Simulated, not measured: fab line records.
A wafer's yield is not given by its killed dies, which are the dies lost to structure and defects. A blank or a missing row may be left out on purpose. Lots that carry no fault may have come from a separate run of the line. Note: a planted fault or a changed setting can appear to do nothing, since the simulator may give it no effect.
fab line records -- flow sfq_line
[record] lots = 6, wafers = 18, last_day = 81
route steps=325 shown M4@152 I4@163 JJ@178 M5@206
lots with no fault: from the same line, run without faults
start_h: start of the lot's first displayed wafer, in hours after the record's first day -- wait_h: time in hours since the lot's previous step -- " unchanged from the row above -- L1.1+2: a single row standing in for several wafers -- - no value present, or no start provided -- * or withheld: withheld -- < > ~ a bound
route shown NAME@n: a module of which the file shows steps, and the number in the route of the first -- usual: the fault-free wafers' mean and standard deviation -- same: alike in all rows -- chamber/n: place in a boat -- sites: per-site readings -- _std_site: how widely they spread, as a standard deviation -- _edge_site: outer sites' mean less inner sites' -- radius_mm: for every site, how far away it sits from the centre of the wafer -- mask NAME#n: copy n -- behind: the tool/chamber that last shaped the wafer -- hold: reason for holding the lot/hours on hold/outcome of the hold -- device: transistor that didn't switch, given as n, p or np -- end of line: the route-end tests of the same wafers -- for a step that has no rows: nothing shown but its recipe -- killed: count of dies lost to structure and defects at first sort (not the wafer's yield) -- map: per-die view of a wafer (x killed, . not killed, _ where there is no die)
set.NAME: setting as actually run; set.NAME@STEP: the setting as run at that earlier step -- model.NAME: the simulator's own value behind a step, which no gauge read
lots at some steps of the route; a table a step, a row a wafer
services: the hour from which a tool's chamber was out of use, counted from the record's first day as start_h (under 0 if before that day), plus the number of hours and why
[[steps]]
[step SFQ_TRILAYER_M4_LITHO_COAT_098]
[recipe] resist = BARC, spin_rpm = 3000, resist_thk_nm = 62
[step SFQ_TRILAYER_M4_LITHO_COAT_093]
[recipe] resist = KrF, spin_rpm = 3000, resist_thk_nm = 600
[step SFQ_TRILAYER_M4_LITHO_SOFTBAKE_097]
[recipe] temp_c = withheld, time_s = withheld, resist = KrF
[step SFQ_TRILAYER_M4_LITHO_EXPOSE_094]
[recipe] mask_id = M4, na = 0.6, source_shape = conventional, sigma_outer = 0.65, target_cd_nm = 500, dose_mj = 14.4
[step SFQ_TRILAYER_M4_LITHO_PEB_096]
[recipe] peb_temp_c = 115, peb_time_s = 60, resist = KrF
[step SFQ_TRILAYER_M4_LITHO_DEVELOP_095]
[recipe] time_s = 60, resist = KrF
[step SFQ_M4_OVL_MEAS_926]
[usual] M4_OVL = -2/4.8
lot.wafer,tool,chamber,start_h,wait_h,M4_OVL[nm]
L159.3,overlay-02,-,1163.64,0.1,-1
L159.4,overlay-02,-,1163.64,0.1,-2
L159.6,overlay-02,-,1163.64,0.1,2
L165.1,overlay-02,-,1198.33,0.1,-6
L165.2,overlay-02,-,1198.33,0.1,-5
L165.5,overlay-02,-,1198.33,0.1,-5
L166.1,overlay-01,-,1207.93,0.1,5
L166.3,overlay-01,-,1207.93,0.1,-1
L166.4,overlay-01,-,1207.93,0.1,9
L171.3,overlay-02,-,1246.34,0.1,4
L171.5,overlay-02,-,1246.34,0.1,12
L171.6,overlay-02,-,1246.34,0.1,8
L173.1,overlay-02,-,1260.51,0.1,-7
L173.4,overlay-02,-,1260.51,0.1,-2
L173.6,overlay-02,-,1260.51,0.1,1
L176.1,overlay-01,-,1323.94,0.1,-7
L176.4,overlay-01,-,1323.94,0.1,-5
L176.5,overlay-01,-,1323.94,0.1,-6
[step SFQ_TRILAYER_M4_BARC_OPEN_METAL_ETCH_123]
[recipe] mask_material = PR, chemistry = O2, target_depth_nm = 125, target = BARC, icp_w = 600, bias_w = 80, pressure_mtorr = 10, time_s = 41.7
[step SFQ_TRILAYER_M4_ETCH_METAL_ETCH_096]
[recipe] target = Nb, stop_on = SiO2, mask_material = PR, chemistry = Cl2/Ar, target_depth_nm = 240, icp_w = 600, bias_w = 80, pressure_mtorr = 10, time_s = 120
[usual] drypump_motor_current_A = 6.0/0.38, oes_product_au = 0.894/0.008
[same] time_s = 120
lot.wafer,tool,chamber,start_h,wait_h,drypump_motor_current_A,oes_product_au,rf_hours_counter_h
L159.3,rie_metal-04,0,1163.76,0.1,5.2,0.882,-
L159.4,rie_metal-04,1,1163.76,0.1,5.8,0.885,-
L159.6,rie_metal-04,1,1163.76,0.1,5.9,0.883,-
L165.1,rie_metal-03,0,1198.42,0.0,5.7,0.896,6
L165.2,rie_metal-03,1,1198.42,0.0,6.3,0.897,141
L165.5,rie_metal-03,0,1198.42,0.0,5.8,0.910,-
L166.1,rie_metal-04,1,1208.02,0.0,5.8,0.904,13
L166.3,rie_metal-04,0,1208.02,0.0,5.3,0.902,-
L166.4,rie_metal-04,1,1208.02,0.0,5.9,0.914,-
L171.3,rie_metal-02,0,1246.56,0.1,6.4,0.891,-
L171.5,rie_metal-02,0,1246.56,0.1,6.4,0.898,-
L171.6,rie_metal-02,0,1246.56,0.1,6.4,0.895,-
L173.1,rie_metal-03,0,1260.60,0.0,5.7,0.891,17
L173.4,rie_metal-03,0,1260.60,0.0,5.7,0.887,-
L173.6,rie_metal-03,0,1260.60,0.0,5.7,0.893,-
L176.1,rie_metal-04,0,1324.03,0.0,5.2,0.888,115
L176.4,rie_metal-04,0,1324.03,0.0,5.3,0.890,-
L176.5,rie_metal-04,1,1324.03,0.0,5.9,0.897,-
[step SFQ_TRILAYER_M4_STRIP_STRIP_097]
[recipe] gas = O2, power_w = 200, platen_temp_c = 40, overash_fraction = 0.65, chemistry = O2, pressure_mtorr = 50
[step SFQ_TRILAYER_M4_STRIP_SOLV_CLEAN_098]
[recipe] chemistry = NMP, temp_c = 70, time_s = 600
[step SFQ_TRILAYER_I4_DEP_PECVD_099]
[recipe] material = SiO2, temp_c = 150, time_s = 111.11, pressure_torr = 2.4, rf_w = 183.3, precursor = SiH4/N2O, target_thk_nm = 500
[usual] heater_power_outer_w = 30/9.1, heater_power_w = 80/17, throttle_valve_pct = 25.3/2.1
[same] time_s = 111.11
lot.wafer,tool,chamber,start_h,wait_h,heater_power_outer_w,heater_power_w,throttle_valve_pct
L159.3,pecvd-03,2,1164.62,0.0,36,93,22.5
L159.4,pecvd-03,1,1164.62,0.0,40,89,22.8
L159.6,pecvd-03,0,1164.62,0.0,26,75,23.7
L165.1,pecvd-03,0,1199.34,0.0,27,75,23.7
L165.2,pecvd-03,1,1199.34,0.0,30,78,22.9
L165.5,pecvd-03,0,1199.34,0.0,29,74,23.7
L166.1,pecvd-04,0,1208.92,0.0,38,98,24.6
L166.3,pecvd-04,1,1208.92,0.0,32,87,24.7
L166.4,pecvd-04,1,1208.92,0.0,34,90,24.8
L171.3,pecvd-02,2,1248.11,0.0,9,43,25.8
L171.5,pecvd-02,2,1248.11,0.0,11,47,25.8
L171.6,pecvd-02,1,1248.11,0.0,40,105,29.7
L173.1,pecvd-02,1,1261.50,0.0,36,98,29.9
L173.4,pecvd-02,0,1261.50,0.0,29,71,25.6
L173.6,pecvd-02,2,1261.50,0.0,15,51,25.9
L176.1,pecvd-02,1,1324.93,0.0,43,110,29.7
L176.4,pecvd-02,0,1324.93,0.0,28,68,25.8
L176.5,pecvd-02,2,1324.93,0.0,11,47,26.2
[step SFQ_TRILAYER_I4_CMP_CMP_100]
[recipe] material = SiO2, down_force_psi = 3, platen_rpm = 60, pad_velocity_m_s = 0.94248
[usual] head_pressure_psi = 2.999/0.0067, motor_current_A = 10.1/1.2, time_to_endpoint_s = 212/7.3
lot.wafer,tool,chamber,start_h,wait_h,head_pressure_psi,motor_current_A,time_to_endpoint_s,model.SiO2_of_TRILAYER_I4_DEP_PECVD_099.thk_nm
L159.3,cmp-02,3,1178.81,14.1,2.994,7.6,204,200.4
L159.4,cmp-02,0,1178.81,14.1,3.004,11.6,210,201.1
L159.6,cmp-02,3,1180.81,16.1,3.003,7.5,224,202
L165.1,cmp-02,0,1212.31,12.9,2.994,10.7,209,198.7
L165.2,cmp-02,1,1212.31,12.9,2.148,9.2,272,218.8
L165.5,cmp-02,3,1213.81,14.4,2.990,7.8,216,200
L166.1,cmp-02,2,1220.81,11.9,3.001,10.0,213,201.1
L166.3,cmp-02,0,1221.81,12.9,3.005,11.0,203,198.8
L166.4,cmp-02,1,1221.81,12.9,2.148,8.9,283,220
L171.3,cmp-01,0,1252.88,4.7,3.003,9.7,217,200.4
L171.5,cmp-01,2,1253.88,5.7,3.006,10.6,209,199.2
L171.6,cmp-01,3,1253.88,5.7,2.997,10.4,216,200.4
L173.4,cmp-01,3,1262.08,0.5,2.989,10.7,218,200.5
L173.1,cmp-01,1,1263.08,1.5,2.984,10.2,202,198.6
L173.6,cmp-01,2,1263.08,1.5,2.995,11.0,211,199.9
L176.1,cmp-02,0,1328.28,3.3,3.001,11.0,214,201.3
L176.4,cmp-02,2,1329.28,4.3,3.004,9.9,224,201.2
L176.5,cmp-02,1,1330.78,5.8,3.003,10.8,217,199.7
[step SFQ_I4_BOW_MEAS_927]
[recipe] mode = bow
[usual] I4_BOW = 2/9.4
lot.wafer,tool,chamber,start_h,wait_h,I4_BOW[um]
L159.3,film_metro-03,-,1181.85,2.5,-7
L159.4,film_metro-03,-,1181.85,2.5,-8
L159.6,film_metro-03,-,1181.85,2.5,-11
L165.1,film_metro-03,-,1214.81,2.0,3
L165.2,film_metro-03,-,1214.81,2.0,2
L165.5,film_metro-03,-,1214.81,2.0,15
L165.1,film_metro-03,-,1216.13,1.3,-
L165.2,film_metro-03,-,1216.13,1.3,-
L165.5,film_metro-03,-,1216.13,1.3,-
L166.1,film_metro-04,-,1223.81,2.5,1
L166.3,film_metro-04,-,1223.81,2.5,15
L166.4,film_metro-04,-,1223.81,2.5,25
L166.1,film_metro-04,-,1225.13,1.3,-
L166.3,film_metro-04,-,1225.13,1.3,-
L166.4,film_metro-04,-,1225.13,1.3,-
L171.3,film_metro-04,-,1254.92,1.5,2
L171.5,film_metro-04,-,1254.92,1.5,13
L171.6,film_metro-04,-,1254.92,1.5,1
L173.1,film_metro-03,-,1264.58,1.0,-1
L173.4,film_metro-03,-,1264.58,1.0,-2
L173.6,film_metro-03,-,1264.58,1.0,5
L176.1,film_metro-02,-,1331.28,2.5,-5
L176.4,film_metro-02,-,1331.28,2.5,-1
L176.5,film_metro-02,-,1331.28,2.5,-7
[step SFQ_TRILAYER_I4_METRO_MEASURE_101]
[usual] thk_nm = 199.7/1
lot.wafer,tool,chamber,start_h,wait_h,thk_nm
L159.3,film_metro-03,-,1182.33,0.5,200.5
L159.4,film_metro-03,-,1182.33,0.5,201.1
L159.6,film_metro-03,-,1182.33,0.5,202.0
L165.1,film_metro-03,-,1218.40,2.2,198.8
L165.2,film_metro-03,-,1218.40,2.2,218.9
L165.5,film_metro-03,-,1218.40,2.2,200.2
L165.1,film_metro-03,-,1219.86,1.3,198.7
L165.2,film_metro-03,-,1219.86,1.3,218.8
L165.5,film_metro-03,-,1219.86,1.3,199.9
L166.1,film_metro-04,-,1226.84,1.7,201.1
L166.3,film_metro-04,-,1226.84,1.7,198.8
L166.4,film_metro-04,-,1226.84,1.7,220.0
L166.1,film_metro-04,-,1228.21,1.2,201.2
L166.3,film_metro-04,-,1228.21,1.2,198.8
L166.4,film_metro-04,-,1228.21,1.2,219.9
L171.3,film_metro-04,-,1255.40,0.5,200.2
L171.5,film_metro-04,-,1255.40,0.5,199.2
L171.6,film_metro-04,-,1255.40,0.5,200.3
L173.1,film_metro-03,-,1264.70,0.1,198.7
L173.4,film_metro-03,-,1264.70,0.1,200.5
L173.6,film_metro-03,-,1264.70,0.1,200.0
L176.1,film_metro-02,-,1331.40,0.1,201.2
L176.4,film_metro-02,-,1331.40,0.1,201.3
L176.5,film_metro-02,-,1331.40,0.1,199.7
[step SFQ_TRILAYER_I4_VIA_LITHO_COAT_108]
[recipe] resist = BARC, spin_rpm = 3000, resist_thk_nm = 62
[step SFQ_TRILAYER_I4_VIA_LITHO_COAT_103]
[recipe] resist = KrF, spin_rpm = 3000, resist_thk_nm = 650
[step SFQ_TRILAYER_I4_VIA_LITHO_SOFTBAKE_107]
[recipe] temp_c = withheld, time_s = withheld, resist = KrF
[step SFQ_TRILAYER_I4_VIA_LITHO_EXPOSE_104]
[recipe] mask_id = I4, na = 0.6, source_shape = conventional, sigma_outer = 0.65, target_cd_nm = 700, dose_mj = 21.3
[step SFQ_TRILAYER_I4_VIA_LITHO_PEB_106]
[recipe] peb_temp_c = 115, peb_time_s = 60, resist = KrF
[step SFQ_TRILAYER_I4_VIA_LITHO_DEVELOP_105]
[recipe] time_s = 60, resist = KrF
[step SFQ_I4_OVL_MEAS_928]
[usual] I4_OVL = 0/6.1
lot.wafer,tool,chamber,start_h,wait_h,I4_OVL[nm]
L159.3,overlay-02,-,1283.15,0.1,-6
L159.4,overlay-02,-,1283.15,0.1,-11
L159.6,overlay-02,-,1283.15,0.1,-6
L165.1,overlay-02,-,1321.54,0.1,-1
L165.2,overlay-02,-,1321.54,0.1,-4
L165.5,overlay-02,-,1321.54,0.1,-9
L166.1,overlay-02,-,1332.34,0.1,5
L166.3,overlay-02,-,1332.34,0.1,5
L166.4,overlay-02,-,1332.34,0.1,6
L171.3,overlay-01,-,1372.14,0.1,8
L171.5,overlay-01,-,1372.14,0.1,7
L171.6,overlay-01,-,1372.14,0.1,2
L173.1,overlay-01,-,1384.16,0.1,-2
L173.4,overlay-01,-,1384.16,0.1,3
L173.6,overlay-01,-,1384.16,0.1,8
L176.1,overlay-02,-,1434.62,0.1,1
L176.4,overlay-02,-,1434.62,0.1,6
L176.5,overlay-02,-,1434.62,0.1,0
[step SFQ_TRILAYER_I4_VIA_BARC_OPEN_VIA_ETCH_146]
[recipe] mask_material = PR, chemistry = O2, target_depth_nm = 125, target = BARC, source_w = 500, bias_w = 80, pressure_mtorr = 30, time_s = 41.7
[step SFQ_TRILAYER_I4_VIA_ETCH_VIA_ETCH_106]
[recipe] target = SiO2, stop_on = Nb, mask_material = PR, taper_deg = 20, chemistry = CHF3, target_depth_nm = 260, source_w = 500, bias_w = 80, pressure_mtorr = 30, time_s = withheld
[usual] drypump_motor_current_A = 5.7/0.54, oes_product_au = 0.854/0.0052
lot.wafer,tool,chamber,start_h,wait_h,drypump_motor_current_A,oes_product_au,model.I4.feature_depth_nm,model.etch.depth_nm
L159.3,rie_diel-01,1,1283.21,0.0,5.9,0.853,200.4,200.4
L159.4,rie_diel-01,0,1283.21,0.0,4.8,0.855,201.1,201.1
L159.6,rie_diel-01,2,1283.21,0.0,5.5,0.860,202,202
L165.1,rie_diel-03,3,1321.61,0.0,6.2,0.852,198.7,198.7
L165.2,rie_diel-03,0,1321.61,0.0,5.3,0.902,218.8,218.8
L165.5,rie_diel-03,2,1321.61,0.0,5.7,0.856,200,200
L166.1,rie_diel-04,3,1332.41,0.0,6.4,0.853,201.1,201.1
L166.3,rie_diel-04,1,1332.41,0.0,5.3,0.851,198.8,198.8
L166.4,rie_diel-04,0,1332.41,0.0,6.2,0.904,220,220
L171.3,rie_diel-04,3,1372.21,0.0,6.4,0.863,200.4,200.4
L171.5,rie_diel-04,2,1372.21,0.0,5.5,0.858,199.2,199.2
L171.6,rie_diel-04,3,1372.21,0.0,6.4,0.856,200.4,200.4
L173.1,rie_diel-03,1,1384.24,0.0,6.4,0.856,198.6,198.6
L173.4,rie_diel-03,3,1384.24,0.0,6.2,0.862,200.5,200.5
L173.6,rie_diel-03,0,1384.24,0.0,5.3,0.844,199.9,199.9
L176.1,rie_diel-01,2,1434.69,0.0,5.5,0.856,201.3,201.3
L176.4,rie_diel-01,2,1434.69,0.0,5.5,0.845,201.2,201.2
L176.5,rie_diel-01,0,1434.69,0.0,4.8,0.852,199.7,199.7
[step SFQ_TRILAYER_I4_VIA_STRIP_STRIP_107]
[recipe] gas = O2, power_w = 200, platen_temp_c = 40, overash_fraction = 0.65, chemistry = O2, pressure_mtorr = 50
[usual] drypump_motor_current_A = 5.8/0.31, oes_product_au = 1.003/0.0076
lot.wafer,tool,chamber,start_h,wait_h,drypump_motor_current_A,oes_product_au,rf_hours_counter_h
L159.3,rie_metal-04,1,1283.53,-,5.9,0.998,-
L159.4,rie_metal-04,0,1283.53,-,5.2,1.017,-
L159.6,rie_metal-04,1,1283.53,-,5.8,1.008,-
L165.1,rie_metal-01,1,1321.73,-,5.8,1.002,28
L165.2,rie_metal-01,0,1321.73,-,5.7,1.002,45
L165.5,rie_metal-01,0,1321.73,-,5.7,1.006,-
L166.1,rie_metal-04,1,1332.53,-,5.8,1.021,29
L166.3,rie_metal-04,0,1332.53,-,5.2,1.016,-
L166.4,rie_metal-04,1,1332.53,-,5.9,1.016,-
L171.3,rie_metal-01,1,1372.52,-,5.8,0.996,-
L171.5,rie_metal-01,0,1372.52,-,5.7,1.005,-
L171.6,rie_metal-01,1,1372.52,-,5.8,1.016,-
L173.1,rie_metal-03,1,1384.35,-,6.3,1.001,22
L173.4,rie_metal-03,0,1384.35,-,5.7,0.990,-
L173.6,rie_metal-03,1,1384.35,-,6.3,0.998,-
L176.1,rie_metal-04,0,1434.81,-,5.2,0.999,128
L176.4,rie_metal-04,0,1434.81,-,5.3,0.995,-
L176.5,rie_metal-04,1,1434.81,-,5.8,1.003,-
[step SFQ_TRILAYER_I4_VIA_STRIP_SOLV_CLEAN_108]
[recipe] chemistry = NMP, temp_c = 70, time_s = 600
[step SFQ_TRILAYER_JJ_TRILAYER_DEP_PRE_CLEAN_113]
[recipe] gas = Ar, time_s = 22.5, bias_v = 250
[step SFQ_TRILAYER_JJ_TRILAYER_DEP_SPUTTER_109]
[recipe] material = Nb, base_pressure_pa = 1.33e-06, chamber_pressure_pa = 0.1333, substrate_temp_c = 20, target_thk_nm = 150, power_w = 2000, time_s = 100
[step SFQ_TRILAYER_JJ_TRILAYER_DEP_SPUTTER_110]
[recipe] material = Al, base_pressure_pa = 1.33e-06, target_thk_nm = 8, power_w = 500, time_s = 10, chamber_pressure_pa = 0.4
[usual] throttle_valve_pct = 30.1/0.6
[same] time_s = 10
lot.wafer,tool,chamber,start_h,wait_h,throttle_valve_pct
L159.3,pvd_sputter-03,-,1284.20,0.0,29.9
L159.4,pvd_sputter-03,-,1284.20,0.0,29.9
L159.6,pvd_sputter-03,-,1284.20,0.0,29.9
L165.1,pvd_sputter-04,-,1322.62,0.0,28.3
L165.2,pvd_sputter-04,-,1322.62,0.0,29.8
L165.5,pvd_sputter-04,-,1322.62,0.0,29.9
L166.1,pvd_sputter-05,-,1333.40,0.0,30.0
L166.3,pvd_sputter-05,-,1333.40,0.0,30.7
L166.4,pvd_sputter-05,-,1333.40,0.0,30.3
L171.3,pvd_sputter-03,-,1373.21,0.0,30.1
L171.5,pvd_sputter-03,-,1373.21,0.0,29.6
L171.6,pvd_sputter-03,-,1373.21,0.0,30.6
L173.1,pvd_sputter-05,-,1385.23,0.0,30.1
L173.4,pvd_sputter-05,-,1385.23,0.0,30.3
L173.6,pvd_sputter-05,-,1385.23,0.0,30.4
L176.1,pvd_sputter-03,-,1435.68,0.0,29.9
L176.4,pvd_sputter-03,-,1435.68,0.0,29.5
L176.5,pvd_sputter-03,-,1435.68,0.0,29.6
[step SFQ_TRILAYER_JJ_TRILAYER_DEP_AL_OXIDATION_111]
[recipe] pressure_mbar = 0.014667, oxidation_time_s = 600, temperature_k = 293
[step SFQ_TRILAYER_JJ_TRILAYER_DEP_SPUTTER_112]
[recipe] material = Nb, base_pressure_pa = 1.33e-06, chamber_pressure_pa = 0.1333, substrate_temp_c = 20, target_thk_nm = 170, power_w = 2000, time_s = 113.3
[step SFQ_JJ_RS_MEAS_929]
[recipe] thk_meas_gauge = four-point-probe, reads = Nb_of_TRILAYER_JJ_TRILAYER_DEP_SPUTTER_112
[usual] JJ_NB_RS = 1.046/0.012
lot.wafer,tool,chamber,start_h,wait_h,JJ_NB_RS[ohm/sq]
L159.3,film_metro-02,-,1285.35,0.1,1.024
L159.4,film_metro-02,-,1285.35,0.1,1.046
L159.6,film_metro-02,-,1285.35,0.1,1.040
L165.1,film_metro-02,-,1323.86,0.0,1.042
L165.2,film_metro-02,-,1323.86,0.0,1.053
L165.5,film_metro-02,-,1323.86,0.0,1.046
L166.1,film_metro-03,-,1334.51,0.0,1.051
L166.3,film_metro-03,-,1334.51,0.0,1.046
L166.4,film_metro-03,-,1334.51,0.0,1.051
L171.3,film_metro-01,-,1374.35,0.1,1.025
L171.5,film_metro-01,-,1374.35,0.1,1.039
L171.6,film_metro-01,-,1374.35,0.1,1.036
L173.1,film_metro-02,-,1386.33,0.0,1.032
L173.4,film_metro-02,-,1386.33,0.0,1.032
L173.6,film_metro-02,-,1386.33,0.0,1.035
L176.1,film_metro-03,-,1436.78,0.0,1.031
L176.4,film_metro-03,-,1436.78,0.0,1.040
L176.5,film_metro-03,-,1436.78,0.0,1.024
[step SFQ_TRILAYER_JJ_CE_LITHO_COAT_119]
[recipe] resist = BARC, spin_rpm = 3000, resist_thk_nm = 62
[step SFQ_TRILAYER_JJ_CE_LITHO_COAT_114]
[recipe] resist = KrF, spin_rpm = 3000, resist_thk_nm = 600
[step SFQ_TRILAYER_JJ_CE_LITHO_SOFTBAKE_118]
[recipe] temp_c = withheld, time_s = withheld, resist = KrF
[step SFQ_TRILAYER_JJ_CE_LITHO_EXPOSE_115]
[recipe] mask_id = J5, na = 0.6, source_shape = conventional, sigma_outer = 0.65, target_cd_nm = 700, dose_mj = 14.4
[step SFQ_TRILAYER_JJ_CE_LITHO_PEB_117]
[recipe] peb_temp_c = 115, peb_time_s = 60, resist = KrF
[step SFQ_TRILAYER_JJ_CE_LITHO_DEVELOP_116]
[recipe] time_s = 60, resist = KrF
[step SFQ_JJ_OVL_MEAS_931]
[usual] J5_OVL = 1/5
lot.wafer,tool,chamber,start_h,wait_h,J5_OVL[nm]
L159.3,overlay-02,-,1287.75,0.1,-5
L159.4,overlay-02,-,1287.75,0.1,2
L159.6,overlay-02,-,1287.75,0.1,0
L165.1,overlay-02,-,1345.31,0.1,1
L165.2,overlay-02,-,1345.31,0.1,-3
L165.5,overlay-02,-,1345.31,0.1,-8
L166.1,overlay-02,-,1356.53,0.1,-6
L166.3,overlay-02,-,1356.53,0.1,-4
L166.4,overlay-02,-,1356.53,0.1,-7
L171.3,overlay-01,-,1475.47,0.1,1
L171.5,overlay-01,-,1475.47,0.1,5
L171.6,overlay-01,-,1475.47,0.1,-1
L173.1,overlay-01,-,1489.98,0.1,4
L173.4,overlay-01,-,1489.98,0.1,1
L173.6,overlay-01,-,1489.98,0.1,-3
L176.1,overlay-02,-,1549.85,0.1,2
L176.4,overlay-02,-,1549.85,0.1,5
L176.5,overlay-02,-,1549.85,0.1,4
[step SFQ_TRILAYER_JJ_CE_METRO_MEASURE_117]
[usual] cd_nm = 700.0/1.3
lot.wafer,tool,chamber,start_h,wait_h,cd_nm
L159.3,cd_sem-02,-,1288.17,0.4,700.2
L159.4,cd_sem-02,-,1288.17,0.4,699.7
L159.6,cd_sem-02,-,1288.17,0.4,700.4
L165.1,cd_sem-02,-,1345.35,0.0,699.7
L165.2,cd_sem-02,-,1345.35,0.0,700.1
L165.5,cd_sem-02,-,1345.35,0.0,698.4
L166.1,cd_sem-01,-,1356.57,0.0,700.2
L166.3,cd_sem-01,-,1356.57,0.0,701.6
L166.4,cd_sem-01,-,1356.57,0.0,700.3
L171.3,cd_sem-02,-,1475.89,0.4,700.4
L171.5,cd_sem-02,-,1475.89,0.4,699.5
L171.6,cd_sem-02,-,1475.89,0.4,700.4
L173.1,cd_sem-02,-,1490.02,0.0,699.8
L173.4,cd_sem-02,-,1490.02,0.0,700.0
L173.6,cd_sem-02,-,1490.02,0.0,698.6
L176.1,cd_sem-01,-,1549.89,0.0,698.9
L176.4,cd_sem-01,-,1549.89,0.0,699.3
L176.5,cd_sem-01,-,1549.89,0.0,700.6
[step SFQ_TRILAYER_JJ_CE_BARC_OPEN_RIE_150]
[recipe] mask_material = PR, chemistry = O2, target_depth_nm = 240, target = BARC, icp_w = 600, bias_w = 80, pressure_mtorr = 10, time_s = 80
[step SFQ_TRILAYER_M5_ETCH_METAL_ETCH_126]
[recipe] target = Nb, stop_on = SiO2, mask_material = PR, over_etch_frac = 0.15, time_s = 203.2, chemistry = Cl2/BCl3, target_depth_nm = 265, icp_w = 600, bias_w = 80, pressure_mtorr = 10
[usual] drypump_motor_current_A = 5.8/0.32, oes_product_au = 0.728/0.0059
[same] time_s = 203.2
lot.wafer,tool,chamber,start_h,wait_h,drypump_motor_current_A,oes_product_au,rf_hours_counter_h,model.SiO2_of_TRILAYER_I4_DEP_PECVD_099.thk_nm
L159.3,rie_metal-01,1,1293.03,0.1,5.8,0.728,-,180.5
L159.4,rie_metal-01,0,1293.03,0.1,5.7,0.722,-,181.1
L159.6,rie_metal-01,0,1293.03,0.1,5.7,0.736,-,182
L165.1,rie_metal-04,1,1362.86,0.1,5.8,0.727,36,178.8
L165.2,rie_metal-04,1,1362.86,0.1,5.8,0.731,-,198.8
L165.5,rie_metal-04,1,1362.86,0.1,5.8,0.743,-,180.1
L166.1,rie_metal-02,0,1455.11,0.0,6.4,0.729,100,181.3
L166.3,rie_metal-02,0,1455.11,0.0,6.3,0.722,-,179.1
L166.4,rie_metal-02,1,1455.11,0.0,6.2,0.728,-,200.5
L171.3,rie_metal-02,1,1509.72,0.1,6.2,0.730,-,180.9
L171.5,rie_metal-02,0,1509.72,0.1,6.4,0.731,-,179.3
L171.6,rie_metal-02,1,1509.72,0.1,6.2,0.726,-,180.8
L173.1,rie_metal-01,0,1519.68,0.0,5.7,0.729,73,178.8
L173.4,rie_metal-01,0,1519.68,0.0,5.7,0.719,-,180.7
L173.6,rie_metal-01,1,1519.68,0.0,5.8,0.734,-,180.2
L176.1,rie_metal-01,0,1646.96,0.0,5.7,0.737,86,181.3
L176.4,rie_metal-01,0,1646.96,0.0,5.7,0.721,-,181.1
L176.5,rie_metal-01,0,1646.96,0.0,5.7,0.726,-,179.6
[[services]]
tool,chamber,start_h,hours,kind
rie_metal-01,0,1154.19,8.4,repair
film_metro-03,-,1193.69,0.6,pm
cmp-02,-,1260.44,4.0,pm
film_metro-03,-,1280.37,1.5,pm
cd_sem-02,-,1289.80,1.7,pm
cd_sem-02,-,1307.31,1.5,pm
cmp-02,-,1315.38,9.9,repair
cd_sem-02,-,1317.41,1.2,pm
cmp-02,-,1318.94,0.5,repair
cd_sem-02,-,1322.25,0.5,pm
film_metro-03,-,1323.32,0.6,pm
film_metro-03,-,1341.37,0.4,pm
rie_metal-04,0,1356.73,22.2,repair
rie_metal-01,-,1399.62,1.2,repair
cmp-02,-,1406.98,1.8,repair
cmp-02,-,1415.65,3.3,repair
rie_metal-01,1,1433.67,11.6,repair
film_metro-03,-,1438.69,0.4,pm
rie_metal-01,1,1448.75,8.4,repair
cd_sem-02,-,1491.22,1.0,pm
cd_sem-02,-,1501.41,2.1,pm
rie_metal-04,0,1522.88,26.9,repair
rie_metal-04,-,1526.55,2.8,pm
rie_metal-01,-,1611.24,4.3,pm
[[key]]
[first_sign] step = SFQ_TRILAYER_I4_CMP_CMP_100, reading = head_pressure_psi, direction = down, sigmas = 99+, usual = 2.999, struck = 2.148
[effect] step = SFQ_TRILAYER_I4_CMP_CMP_100, reading = time_to_endpoint_s, direction = up, sigmas = 8.9, usual = *, struck = *
[effect] step = SFQ_I4_BOW_MEAS_927, reading = visit, direction = added
[effect] step = SFQ_TRILAYER_I4_METRO_MEASURE_101, reading = visit, direction = added
[effect] step = SFQ_TRILAYER_I4_METRO_MEASURE_101, reading = thk_nm, direction = up, sigmas = 19, usual = 199.7, struck = 219.4
[effect] step = SFQ_TRILAYER_I4_VIA_ETCH_VIA_ETCH_106, reading = oes_product_au, direction = up, sigmas = 9.4, usual = 0.854, struck = 0.903
[model_effect] step = SFQ_TRILAYER_I4_CMP_CMP_100, value = SiO2_of_TRILAYER_I4_DEP_PECVD_099.thk_nm, without = 200.1, struck = 219.4
[model_effect] step = SFQ_TRILAYER_I4_VIA_ETCH_VIA_ETCH_106, value = I4.feature_depth_nm, without = 200.1, struck = 219.4
[model_effect] step = SFQ_TRILAYER_M5_ETCH_METAL_ETCH_126, value = SiO2_of_TRILAYER_I4_DEP_PECVD_099.thk_nm, without = 180.3, struck = 199.6
met_at SFQ_TRILAYER_I4_CMP_CMP_100
struck_wafers L165.2,L166.4
[fault] kind = process_parameter_drift, tool = cmp-02, chamber = 1, onset_h = 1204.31, steps = SFQ_TRILAYER_I4_CMP_CMP_100, channel = down_force_psi, offset = -0.84212, shape = step, end_h = 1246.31, acts_in = these_recipes_only, stated = 3
